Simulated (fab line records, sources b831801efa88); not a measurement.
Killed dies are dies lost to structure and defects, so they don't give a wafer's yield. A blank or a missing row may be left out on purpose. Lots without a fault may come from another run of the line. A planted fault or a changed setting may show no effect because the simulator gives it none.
fab line records | flow gf180mcu
record lots=12 wafers=36 last_day=34
route steps=602 shown V3@432 M4@471 V4@479
lots that met no fault: from a run of the same line without faults
start_h: hours from the record's first day to the start of the lot's first wafer shown | wait_h: hours since the lot's step before | " the same as in the row above | L1.1+2: a row that stands for several wafers | - no value, or no start given | * or withheld: withheld | < > ~ a bound
route shown NAME@n: a module of which the file shows steps, and the number in the route of the first | usual: mean/standard deviation of fault-free wafers | same: alike in all rows | chamber/n: place in a boat | sites: the reading at each site | _std_site: their standard deviation | _edge_site: outer sites' mean less inner sites' | radius_mm: how far each site lies from the wafer's centre | mask NAME#n: copy n | behind: the tool/chamber that last shaped the wafer | hold: why the lot was held/for how many hours/how that ended | device: the transistor (n, p or np) that didn't switch | end of line: the same wafers' tests at the end of the route | a step without rows: its recipe alone | killed: dies lost to structure and defects at the first sort, not the wafer's yield | map: a wafer's dies, x killed, . not, _ none there
set.NAME: the setting as run; set.NAME@STEP: as run at that earlier step | model.NAME: the simulator's own value behind a step, which no gauge read
steps of the route over a sample of lots; a table a step, a row a wafer
services: from which hour (start_h, from the record's first day; less than 0 if before it) a tool's chamber was out of use, for how many hours, and why
## steps
# step GF_V3_THK_MEAS_03
# recipe reads=SiO2_of_V3_CVD_02
# usual V3_CVD_02_THK=847/10
# columns lot.wafer tool chamber start_h wait_h V3_CVD_02_THK[nm]
L525.3 film_metro-02 - 490.21 0.1 828
L525.5 " - " " 860
L525.6 " - " " 850
L526.1 film_metro-01 - 500.00 0.0 843
L526.4 " - " " 851
L526.5 " - " " 858
L527.1 film_metro-01 - 510.48 0.0 857
L527.2 " - " " 844
L527.6 " - " " 861
L528.1 film_metro-01 - 513.92 0.0 834
L528.4 " - " " 838
L528.6 " - " " 854
L531.2 film_metro-01 - 544.12 0.0 834
L531.5 " - " " 841
L531.6 " - " " 841
L532.1 film_metro-01 - 546.95 0.0 840
L532.3 " - " " 838
L532.6 " - " " 853
L533.1 film_metro-01 - 566.27 0.0 834
L533.5 " - " " 850
L533.6 " - " " 853
L534.3 film_metro-01 - 569.17 0.1 844
L534.5 " - " " 862
L534.6 " - " " 858
L535.1 film_metro-02 - 577.60 0.0 838
L535.3 " - " " 836
L535.5 " - " " 855
L543.1 film_metro-04 - 637.26 0.0 864
L543.2 " - " " 842
L543.3 " - " " 855
L545.2 film_metro-02 - 648.60 0.0 834
L545.3 " - " " 850
L545.5 " - " " 853
L548.2 film_metro-01 - 669.03 0.0 818
L548.5 " - " " 843
L548.6 " - " " 840
# step GF_M4_OVL_MEAS_15
# usual M4_OVL=-5/6.2
# columns lot.wafer tool chamber start_h wait_h M4_OVL[nm]
L525.3 overlay-01 - 539.29 0.1 -1
L525.5 " - " " 3
L525.6 " - " " -11
L526.1 overlay-01 - 548.67 0.1 -1
L526.4 " - " " -9
L526.5 " - " " 1
L527.1 overlay-02 - 558.28 0.1 6
L527.2 " - " " -2
L527.6 " - " " 1
L528.1 overlay-01 - 561.62 0.1 -17
L528.4 " - " " -11
L528.6 " - " " -11
L531.2 overlay-02 - 590.33 0.1 2
L531.5 " - " " -10
L531.6 " - " " 1
L532.1 overlay-02 - 592.67 0.1 -8
L532.3 " - " " -4
L532.6 " - " " 1
L533.1 overlay-02 - 610.22 0.1 -5
L533.5 " - " " 3
L533.6 " - " " 10
L534.3 overlay-02 - 614.29 0.1 3
L534.5 " - " " 5
L534.6 " - " " -4
L535.1 overlay-01 - 621.12 0.1 -14
L535.3 " - " " -19
L535.5 " - " " -15
L543.1 overlay-02 - 678.52 0.1 -11
L543.2 " - " " 5
L543.3 " - " " -9
L545.2 overlay-01 - 689.43 0.1 -15
L545.3 " - " " -5
L545.5 " - " " -6
L548.2 overlay-02 - 708.18 0.1 -8
L548.5 " - " " -3
L548.6 " - " " -6
# step GF_M4_METAL_ETCH_16
# recipe chemistry=Cl2/BCl3 mask_material=KrF target_depth_nm=627.5 stop_on=SiO2 pressure_mtorr=8 icp_w=800 bias_w=140 Cl2_flow_sccm=80 bcl3_flow_sccm=40 time_s=104.6
# usual drypump_motor_current_A=5.8/0.51 oes_product_au=0.971/0.0061 throttle_valve_pct=28.250/0.011
# columns lot.wafer tool chamber start_h wait_h drypump_motor_current_A oes_product_au rf_hours_counter_h throttle_valve_pct
L525.3 rie_metal-02 1 539.35 0.1 4.9 0.969 - 28.249
L525.5 " 0 " " 5.4 0.978 - 28.242
L525.6 " 1 " " 5.0 0.972 - 28.247
L526.1 rie_metal-03 1 548.71 0.0 6.0 0.971 1 28.268
L526.4 " 1 " " 6.0 0.953 - 28.250
L526.5 " 1 " " 6.0 0.971 - 28.250
L527.1 rie_metal-02 0 558.31 0.0 5.4 0.977 11 28.245
L527.2 " 1 " " 5.0 0.975 11 28.259
L527.6 " 0 " " 5.4 0.980 - 28.245
L528.1 rie_metal-03 0 561.66 0.0 5.7 0.960 11 28.265
L528.4 " 1 " " 6.0 0.981 - 28.241
L528.6 " 1 " " 6.0 0.971 - 28.262
L531.2 rie_metal-01 0 590.40 0.1 6.4 0.966 - 28.235
L531.5 " 0 " " 6.4 0.967 - 28.278
L531.6 " 0 " " 6.4 0.962 - 28.261
L532.1 rie_metal-01 0 592.71 0.0 6.4 0.972 10 28.250
L532.3 " 1 " " 6.4 0.962 - 28.239
L532.6 " 1 " " 6.4 0.970 - 28.246
L533.1 rie_metal-02 0 610.26 0.0 5.3 0.977 1 28.249
L533.5 " 0 " " 5.4 0.975 - 28.249
L533.6 " 0 " " 5.4 0.977 - 28.256
L534.3 rie_metal-01 1 614.35 0.1 6.4 0.975 - 28.232
L534.5 " 1 " " 6.4 0.976 - 28.238
L534.6 " 0 " " 6.4 0.962 - 28.244
L535.1 rie_metal-03 0 621.16 0.0 5.7 0.962 12 28.267
L535.3 " 0 " " 5.7 0.962 - 28.245
L535.5 " 0 " " 5.7 0.967 - 28.220
L543.1 rie_metal-03 1 678.56 0.0 6.0 0.965 4 28.271
L543.2 " 0 " " 5.7 0.967 0 28.233
L543.3 " 1 " " 6.0 0.965 - 28.273
L545.2 rie_metal-01 0 689.46 0.0 6.4 0.968 13 28.250
L545.3 " 0 " " 6.4 0.976 - 28.244
L545.5 " 1 " " 6.3 0.979 - 28.239
L548.2 rie_metal-01 1 708.21 0.0 6.4 0.977 5 28.248
L548.5 " 0 " " 6.4 0.977 - 28.264
L548.6 " 1 " " 6.4 0.977 - 28.242
# step GF_M4_STRIP_17
# recipe chemistry=O2/N2 power_w=1400 pressure_mtorr=1500 platen_temp_c=250 o2_flow_sccm=3000 n2_flow_sccm=300 overash_fraction=0.5
# usual drypump_motor_current_A=5.7/0.32 heater_power_w=324/12 n2_flow_sccm=300.2/0.88 oes_product_au=0.557/0.0053 strip_time_to_endpoint_s=7.87/0.043
# columns lot.wafer tool chamber start_h wait_h drypump_motor_current_A heater_power_w n2_flow_sccm oes_product_au rf_hours_counter_h strip_time_to_endpoint_s
L525.3 plasma_asher-03 1 539.46 0.1 6.2 329 300.0 0.558 - 7.91
L525.5 " 0 " " 5.4 336 300.5 0.550 - 7.86
L525.6 " 1 " " 6.2 333 300.5 0.553 - 7.89
L526.1 plasma_asher-03 0 548.82 0.1 5.4 331 299.1 0.559 78 7.89
L526.4 " 1 " " 6.2 322 298.3 0.561 - 7.87
L526.5 " 1 " " 6.2 326 300.3 0.556 - 7.89
L527.1 plasma_asher-03 1 558.42 0.1 6.2 338 300.4 0.558 79 7.79
L527.2 " 0 " " 5.4 332 298.7 0.552 79 7.89
L527.6 " 1 " " 6.2 331 299.1 0.548 - 7.82
L528.1 plasma_asher-02 0 561.77 0.1 5.5 322 299.4 0.548 11 7.87
L528.4 " 0 " " 5.5 317 299.5 0.563 - 7.93
L528.6 " 1 " " 5.8 319 298.1 0.558 - 7.89
L531.2 plasma_asher-04 0 590.59 0.1 5.2 340 298.5 0.559 51 7.91
L531.5 " 0 " " 5.2 322 301.0 0.556 - 7.88
L531.6 " 1 " " 5.6 333 301.7 0.563 - 7.91
L532.1 plasma_asher-04 1 592.82 0.1 5.6 336 300.9 0.557 52 7.89
L532.3 " 0 " " 5.2 329 299.8 0.559 - 7.82
L532.6 " 1 " " 5.6 337 300.5 0.548 - 7.82
L533.1 plasma_asher-02 1 610.48 0.2 5.9 297 301.1 0.554 17 7.87
L533.5 " 1 " " 5.8 312 301.8 0.561 - 7.87
L533.6 " 0 " " 5.5 328 300.6 0.560 - 7.89
L534.3 plasma_asher-02 0 614.46 0.1 5.6 334 300.8 0.547 - 7.90
L534.5 " 1 " " 5.8 304 300.4 0.559 - 7.88
L534.6 " 0 " " 5.6 325 299.9 0.564 - 7.98
L535.1 plasma_asher-04 1 621.38 0.2 5.6 334 300.2 0.553 55 7.89
L535.3 " 1 " " 5.5 345 301.5 0.554 - 7.88
L535.5 " 1 " " 5.6 332 300.6 0.551 - 7.84
L543.1 plasma_asher-03 0 678.67 0.1 5.4 325 299.2 0.553 90 7.80
L543.2 " 1 " " 6.2 337 299.5 0.512 90 6.86
L543.3 " 0 " " 5.4 336 299.9 0.548 - 7.80
L545.2 plasma_asher-02 1 689.57 0.1 5.8 308 300.0 0.556 25 7.86
L545.3 " 0 " " 5.5 317 300.0 0.556 - 7.90
L545.5 " 0 " " 5.5 320 300.1 0.557 - 7.80
L548.2 plasma_asher-03 1 708.32 0.1 6.2 337 300.0 0.550 92 7.86
L548.5 " 0 " " 5.4 329 300.8 0.553 - 7.89
L548.6 " 1 " " 6.2 323 301.2 0.558 - 7.86
# step GF_V4_THK_MEAS_03
# recipe reads=SiO2_of_V4_CVD_02
# usual V4_CVD_02_THK=850/10
# columns lot.wafer tool chamber start_h wait_h V4_CVD_02_THK[nm]
L525.3 film_metro-02 - 540.18 0.1 844
L525.5 " - " " 852
L525.6 " - " " 859
L526.1 film_metro-02 - 549.55 0.0 850
L526.4 " - " " 860
L526.5 " - " " 853
L527.1 film_metro-04 - 559.20 0.1 841
L527.2 " - " " 842
L527.6 " - " " 851
L528.1 film_metro-03 - 562.51 0.0 850
L528.4 " - " " 845
L528.6 " - " " 862
L531.2 film_metro-02 - 591.33 0.0 840
L531.5 " - " " 856
L531.6 " - " " 864
L532.1 film_metro-02 - 593.56 0.0 850
L532.3 " - " " 849
L532.6 " - " " 874
L533.1 film_metro-04 - 611.27 0.0 843
L533.5 " - " " 854
L533.6 " - " " 871
L534.3 film_metro-04 - 615.21 0.1 840
L534.5 " - " " 858
L534.6 " - " " 856
L535.1 film_metro-02 - 622.15 0.0 837
L535.3 " - " " 850
L535.5 " - " " 857
L543.1 film_metro-04 - 679.40 0.0 824
L543.2 " - " " 827
L543.3 " - " " 831
L545.2 film_metro-04 - 690.33 0.0 844
L545.3 " - " " 841
L545.5 " - " " 848
L548.2 film_metro-02 - 709.08 0.0 849
L548.5 " - " " 856
L548.6 " - " " 855
## services
# columns tool chamber start_h hours kind
plasma_asher-02 - 519.90 7.4 repair
plasma_asher-04 - 523.97 1.6 repair
plasma_asher-02 - 556.33 2.8 pm
rie_metal-02 0 566.32 - clean
rie_metal-02 0 566.32 25.4 scheduled_down
rie_metal-02 0 566.32 25.4 vent_cycle
rie_metal-01 1 569.89 - clean
rie_metal-01 1 569.89 22.0 scheduled_down
rie_metal-01 1 569.89 22.0 vent_cycle
plasma_asher-03 - 577.25 18.3 repair
rie_metal-02 1 591.71 - clean
rie_metal-02 1 591.71 20.4 scheduled_down
rie_metal-02 1 591.71 20.4 vent_cycle
rie_metal-03 1 616.84 29.4 repair
rie_metal-02 - 617.00 14.6 pm
rie_metal-01 0 618.27 8.9 repair
rie_metal-03 0 646.21 - clean
rie_metal-03 0 646.21 21.6 scheduled_down
rie_metal-03 0 646.21 21.6 vent_cycle
plasma_asher-03 - 680.74 9.8 repair
rie_metal-03 0 681.95 8.2 repair
rie_metal-03 - 706.73 2.8 pm
## key
first_sign step=GF_M4_STRIP_17 reading=strip_time_to_endpoint_s direction=down sigmas=24 usual=* struck=*
effect step=GF_M4_STRIP_17 reading=oes_product_au direction=down sigmas=8.2 usual=0.557 struck=0.512
met_at GF_M4_METAL_ETCH_16
struck_lots L543
struck_wafers L543.2
not_acting_at GF_V3_THK_MEAS_03,GF_M4_OVL_MEAS_15,GF_V4_THK_MEAS_03
onset_between 621.16 678.56
fault kind=process_parameter_drift tool=rie_metal-03 chamber=0 onset_h=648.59 steps=GF_M4_METAL_ETCH_16 channel=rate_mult offset=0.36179 shape=step end_h=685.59
